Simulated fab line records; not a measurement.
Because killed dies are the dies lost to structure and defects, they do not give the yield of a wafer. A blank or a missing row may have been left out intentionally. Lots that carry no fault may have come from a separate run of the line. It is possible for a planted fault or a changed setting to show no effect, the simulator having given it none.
Chamber matching -- flow gf180mcu -- GF_V2_CMP_04 on cmp-01 has 4 sister chambers
The step polishes SiO2. 4 wafers are shown with their chamber, then 9 later ones without.

## WAFERS WITH THEIR CHAMBER
wafer,chamber,motor_current_A (A)
L622.6,0,9.4
L635.1,3,11.5
L635.5,1,13.5
L635.6,2,12.2

## WAFERS WITH NO CHAMBER GIVEN
wafer,motor_current_A (A)
L636.2,13.4
L636.5,12.6
L636.6,13.0
L637.2,12.5
L637.4,11.3
L637.6,12.2
L639.1,13.1
L639.4,12.2
L639.5,12.3

## THE CHAMBER EACH PASSED THROUGH
wafer,from the rows above,in truth
L636.2,1,1
L636.5,can't be placed: 2 or 1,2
L636.6,can't be placed: 1 or 2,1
L637.2,2,2
L637.4,3,3
L637.6,2,2
L639.1,can't be placed: 1 or 2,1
L639.4,2,2
L639.5,2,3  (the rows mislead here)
Correct placement for 5 of the 9. Not placeable from these rows: 3 (in 3, the candidates include the true chamber). 1 placed wrongly.
How it was worked out, from the rows above alone: a wafer's distance from a chamber is the root of the sum, over the readings, of the square of ((its reading less the chamber's mean) divided by the reading's scatter). The wafer belongs to the nearest chamber; if the next one is less than 2 further off, it can't be placed. Each chamber's mean is taken over the wafers shown for it. The scatter (one wafer shown for each chamber): square how far every hidden wafer sits from the nearest shown wafer, average those squares and take the square root.
